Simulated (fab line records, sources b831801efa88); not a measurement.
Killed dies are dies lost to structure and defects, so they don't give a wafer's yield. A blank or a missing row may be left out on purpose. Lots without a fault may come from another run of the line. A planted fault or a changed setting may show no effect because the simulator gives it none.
A struck lot beside a sound one | flow sfq_line | 25 steps out of a route of 325
Sound: wafers L904.1, L904.2, L904.3. Struck: wafers L910.2, L910.3, L910.6. The cause comes at the end.
At each step with rows: each side's tool, then ch and its chambers, then its first start. Under that, the readings that differ: sound wafers | struck wafers | difference of the means | sigmas: that difference in standard deviations of wafers without a fault.
alike: readings whose means differ by less than 2 such deviations, and words and numbers that are the same on both sides. not compared: withheld readings, readings that some wafer has no value for, bounds like >300 that may hide the same value, and numbers for which the record gives no deviation and whose values overlap.
The two part at a step that has a row with sigmas, a row that says differs or no value, or rows on one side only. Numbers that don't overlap but have no deviation are shown without sigmas and don't part them. A reading that every wafer of one side lacks parts them only if that side has two wafers or more.

first, 6 steps without rows for these wafers: SFQ_TRILAYER_M7_LITHO_COAT_182 (resist thk 62 nm); SFQ_TRILAYER_M7_LITHO_COAT_177 (resist thk 600 nm); SFQ_TRILAYER_M7_LITHO_SOFTBAKE_181; SFQ_TRILAYER_M7_LITHO_EXPOSE_178 (exposes mask M7, target cd 500 nm); SFQ_TRILAYER_M7_LITHO_PEB_180 (peb time 60 s); SFQ_TRILAYER_M7_LITHO_DEVELOP_179 (time 60 s).
SFQ_M7_OVL_MEAS_945:
  sound on overlay-01, day 67 01:25; struck on overlay-01, day 68 14:36
  alike: M7_OVL
SFQ_TRILAYER_M7_BARC_OPEN_METAL_ETCH_229: etches BARC in O2, target depth 125 nm, time 41.7 s.
  sound on rie_metal-03 ch 0,1, day 67 01:28; struck on rie_metal-03 ch 0,1, day 68 14:38
  alike: drypump_motor_current_A, oes_product_au
  not compared: rf_hours_counter_h
then, 1 step without rows for these wafers: SFQ_TRILAYER_M7_ETCH_METAL_ETCH_180 (etches Nb in Cl2/Ar, stops on SiO2, target depth 240 nm, time 120 s).
SFQ_TRILAYER_M7_STRIP_STRIP_181: strips in O2.
  sound on rie_metal-03 ch 0,1, day 67 01:38; struck on rie_metal-03 ch 0,1, day 68 14:49
  alike: drypump_motor_current_A, oes_product_au
  not compared: rf_hours_counter_h
then, 1 step without rows for these wafers: SFQ_TRILAYER_M7_STRIP_SOLV_CLEAN_182 (cleans in NMP, time 600 s).
SFQ_TRILAYER_I7_DEP_PECVD_183: deposits SiO2 from SiH4/N2O, time 111.11 s, target thk 500 nm.
  sound on pecvd-01 ch 1,2, day 67 02:25; struck on pecvd-02 ch 0,1,2, day 68 15:35
  alike: heater_power_w, throttle_valve_pct
SFQ_TRILAYER_I7_CMP_CMP_184: polishes SiO2.
  sound on cmp-02 ch 0,1,3, day 67 02:32; struck on cmp-01 ch 2,3, day 68 22:19
  reading                                             | sound             | struck            | difference | sigmas
  time_to_endpoint_s (s)                              | 216 215 210       | 194 188 196       | -21        | -3
  model.SiO2_of_TRILAYER_I7_DEP_PECVD_183.thk_nm (nm) | 200.4 199.3 199.4 | 219.8 219.1 219.5 | +19.8      |
  alike: motor_current_A, platen_rpm
SFQ_I7_BOW_MEAS_946:
  sound on film_metro-04, day 67 05:32; struck on film_metro-02, day 69 02:10
  reading     | sound    | struck | difference                    | sigmas
  I7_BOW (um) | 17 13 10 | - - -  | no value on the struck wafers |
SFQ_TRILAYER_I7_METRO_MEASURE_185:
  sound on film_metro-04, day 67 05:40; struck on film_metro-02, day 69 06:53
  reading     | sound             | struck            | difference | sigmas
  thk_nm (nm) | 200.2 199.1 199.4 | 219.8 219.2 219.6 | +20.0      | +22
then, 6 steps without rows for these wafers: SFQ_TRILAYER_I7_VIA_LITHO_COAT_192 (resist thk 62 nm); SFQ_TRILAYER_I7_VIA_LITHO_COAT_187 (resist thk 650 nm); SFQ_TRILAYER_I7_VIA_LITHO_SOFTBAKE_191; SFQ_TRILAYER_I7_VIA_LITHO_EXPOSE_188 (exposes mask I7, target cd 1000 nm); SFQ_TRILAYER_I7_VIA_LITHO_PEB_190 (peb time 60 s); SFQ_TRILAYER_I7_VIA_LITHO_DEVELOP_189 (time 60 s).
-- the record jumps here: 3 days lie between the struck wafers' starts before and after --
SFQ_I7_OVL_MEAS_947:
  sound on overlay-02, day 67 09:07; struck on overlay-02, day 71 23:39
  alike: I7_OVL
SFQ_TRILAYER_I7_VIA_BARC_OPEN_VIA_ETCH_260: etches BARC in O2, target depth 125 nm, time 41.7 s.
  sound on rie_diel-03 ch 0,1,3, day 67 09:08; struck on rie_diel-03 ch 0,1, day 71 23:41
  alike: drypump_motor_current_A, oes_product_au
  not compared: rf_hours_counter_h
SFQ_TRILAYER_I7_VIA_ETCH_VIA_ETCH_190: etches SiO2 in CHF3, stops on Nb, target depth 260 nm.
  sound on rie_diel-03 ch 0,1,3, day 67 09:11; struck on rie_diel-03 ch 0,1, day 71 23:43
  reading                        | sound             | struck            | difference | sigmas
  oes_product_au (a.u.)          | 0.858 0.851 0.848 | 0.897 0.895 0.909 | +0.048     | +10
  model.I7.feature_depth_nm (nm) | 200.4 199.3 199.4 | 219.8 219.1 219.5 | +19.8      |
  model.etch.depth_nm (nm)       | 200.4 199.3 199.4 | 219.8 219.1 219.5 | +19.8      |
  alike: drypump_motor_current_A
SFQ_TRILAYER_I7_VIA_STRIP_STRIP_191: strips in O2.
  sound on rie_metal-01 ch 0,1, day 67 09:18; struck on rie_metal-03 ch 1, day 72 00:02
  alike: drypump_motor_current_A, oes_product_au
  not compared: rf_hours_counter_h

WHERE THEY PART
First at SFQ_TRILAYER_I7_CMP_CMP_184; last, within this record, at SFQ_TRILAYER_I7_VIA_ETCH_VIA_ETCH_190. Later steps at which nothing parts them and some readings are alike: SFQ_TRILAYER_I7_VIA_STRIP_STRIP_191.

WHY: what the simulator had put in
Process parameter drift: cmp-01, from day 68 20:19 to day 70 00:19, at SFQ_TRILAYER_I7_CMP_CMP_184. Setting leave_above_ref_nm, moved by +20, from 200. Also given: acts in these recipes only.
